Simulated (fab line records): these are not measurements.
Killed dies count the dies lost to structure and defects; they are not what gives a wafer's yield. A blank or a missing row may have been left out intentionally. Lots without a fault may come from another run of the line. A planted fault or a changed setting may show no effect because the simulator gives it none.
Which tool is to blame?	flow sky130	Sampling: 14 lots, 42 wafers, 4 of 708 route steps

WHAT EACH GAUGE READ, for each wafer
SKY_VIA3_CD_MEAS_12: the cd target is 200 nm.
lot	measured	on	cd nm (nm)
L306	day 40 04:22	cd sem-01	199.2 200.2 200.4
L309	day 40 15:21	cd sem-02	202.7 201.4 201.8
L310	day 40 21:07	cd sem-02	201.4 199.6 200.2
L313	day 42 08:13	cd sem-01	199.2 199.9 199.4
L312	day 42 11:52	cd sem-02	201.9 201.4 201.9
L316	day 43 12:44	cd sem-02	199.5 199.4 200.3
L318	day 44 02:55	cd sem-01	201.5 200.8 201.7
L319	day 44 15:01	cd sem-01	199.0 199.7 199.8
L322	day 44 22:52	cd sem-02	202.2 203.1 203.6
L321	day 45 01:34	cd sem-01	197.7 197.7 198.4
L325	day 45 16:28	cd sem-02	199.4 201.0 201.3
L328	day 45 19:04	cd sem-02	200.7 200.8 201.5
L327	day 45 22:46	cd sem-01	198.8 200.1 200.5
L329	day 46 03:58	cd sem-01	200.5 200.4 201.8

SKY_METAL4_CD_MEAS_13: the cd target is 300 nm.
lot	measured	on	cd nm (nm)
L306	day 42 06:22	cd sem-02	297.9 296.7 296.2
L309	day 42 17:37	cd sem-02	300.5 301.6 299.0
L310	day 42 22:48	cd sem-02	297.6 297.5 297.5
L313	day 44 09:06	cd sem-01	300.3 301.9 300.4
L312	day 44 12:00	cd sem-01	299.4 299.0 299.4
L316	day 45 10:09	cd sem-02	301.4 301.2 301.1
L318	day 46 00:44	cd sem-02	296.7 300.2 301.0
L319	day 46 11:33	cd sem-01	299.5 299.4 300.6
L325	day 47 11:39	cd sem-01	299.6 300.7 300.4
L328	day 47 15:25	cd sem-01	301.8 300.6 301.1
L327	day 47 17:50	cd sem-02	300.4 300.6 302.2
L329	day 47 23:05	cd sem-01	301.4 300.5 300.7

TOOL THAT RAN EACH LOT (tool first, then ch and the chambers of the sampled wafers, then the start)
lot	SKY_CAP2M_EXPOSE_09	SKY_CAP2M_STRIP_14
L306	iline stepper-01 ch 0, day 40 18:44	plasma asher-02 ch 0,1, day 41 06:32
L309	iline stepper-01 ch 0, day 41 06:02	plasma asher-02 ch 0,1, day 41 17:40
L310	iline stepper-01 ch 0, day 41 11:01	plasma asher-02 ch 0,1, day 41 22:40
L313	iline stepper-02 ch 0, day 42 21:53	plasma asher-02 ch 1, day 43 09:07
L312	iline stepper-02 ch 0, day 43 01:16	plasma asher-02 ch 0,1, day 43 12:35
L316	iline stepper-02 ch 0, day 44 01:59	plasma asher-03 ch 0,1, day 44 12:35
L318	iline stepper-02 ch 0, day 44 16:36	plasma asher-03 ch 0,1, day 45 02:56
L319	iline stepper-02 ch 0, day 45 03:51	plasma asher-03 ch 0,1, day 45 14:05
L322	iline stepper-02, day 45 11:40	plasma asher-03 ch 0,1, day 45 22:05
L321	iline stepper-02, day 45 13:55	plasma asher-01 ch 0,1, day 46 00:32
L325	iline stepper-02 ch 0, day 46 04:46	plasma asher-01 ch 0,1, day 46 15:10
L328	iline stepper-01 ch 0, day 46 07:54	plasma asher-02 ch 0,1, day 46 18:04
L327	iline stepper-02 ch 0, day 46 11:06	plasma asher-02 ch 0,1, day 46 21:21
L329	iline stepper-02 ch 0, day 46 16:59	plasma asher-02 ch 0,1, day 47 02:43
- SKY_CAP2M_EXPOSE_09: exposes mask CAP2M, target cd 1000 nm.
- SKY_CAP2M_STRIP_14: strips in O2/N2.

AS READ BY THE TOOLS THEMSELVES (means over the sampled wafers that have a number; for cases with no such wafer, the mark the record gives instead)
SKY_CAP2M_EXPOSE_09.
lot	tool	exposure dose mJ cm2	focus offset nm (nm)	reticle temp C (C)
L306	iline stepper-01	158.94	-0.8	23.06
L309	iline stepper-01	158.86	0.4	23.04
L310	iline stepper-01	159.13	-0.2	23.01
L313	iline stepper-02	159.00	0.1	22.97
L312	iline stepper-02	158.86	0.4	23.14
L316	iline stepper-02	158.83	0.2	23.09
L318	iline stepper-02	158.91	0.6	23.00
L319	iline stepper-02	158.95	0.1	23.10
L322	iline stepper-02	-	-	-
L321	iline stepper-02	-	-	-
L325	iline stepper-02	159.03	0.4	22.98
L328	iline stepper-01	158.85	-0.8	23.03
L327	iline stepper-02	159.08	-0.1	23.09
L329	iline stepper-02	158.89	0.0	23.04

SKY_CAP2M_STRIP_14.
lot	tool	drypump motor current A (A)	oes product au (a.u.)	strip time to endpoint s (s)
L306	plasma asher-02	5.5	0.710	12.76
L309	plasma asher-02	5.8	0.705	12.77
L310	plasma asher-02	5.8	0.712	12.73
L313	plasma asher-02	5.2	0.710	12.78
L312	plasma asher-02	5.8	0.714	12.76
L316	plasma asher-03	5.6	0.708	12.76
L318	plasma asher-03	5.6	0.709	12.78
L319	plasma asher-03	5.9	0.712	12.77
L322	plasma asher-03	5.9	0.709	12.81
L321	plasma asher-01	5.2	0.711	12.80
L325	plasma asher-01	5.4	0.711	12.82
L328	plasma asher-02	5.5	0.707	12.78
L327	plasma asher-02	5.5	0.711	12.70
L329	plasma asher-02	5.5	0.711	12.78

THE ANSWER, worked out from the rows above alone
Rule: usual is defined by the lots themselves. The widest of any qualifying gaps counts: lots, ordered by their means at a reading, are off when they make up no more than a third of the lots, leave a main group of 4 or more, and stand apart from it by 3 or more times the standard deviation of that group's means. If all means in a main group match to the digits the tables above print for the reading, that group is not used. Also off: a lot with no number at a reading for which 4 or more lots have one. Where the step has rows for the other lots, those lots are counted as sound. After the gauges, taken in route order, come the tools' own readings; for these a lot's mean is taken, as printed above. At the first step where some lot is off, the reading lying furthest off is the one used; lots without a number count as furthest.
Off, at SKY_CAP2M_EXPOSE_09 on exposure dose mJ cm2: L322, L321. Without a number there: L322, L321. Mean 158.94 and standard deviation 0.093 in the main group.
If a tool, at that step or one of the process steps before it, ran each lot that is off and ran no sound lot following the first of them, it fits. Of those tried, none fits.

WHAT HAD BEEN PUT IN BY THE SIMULATOR
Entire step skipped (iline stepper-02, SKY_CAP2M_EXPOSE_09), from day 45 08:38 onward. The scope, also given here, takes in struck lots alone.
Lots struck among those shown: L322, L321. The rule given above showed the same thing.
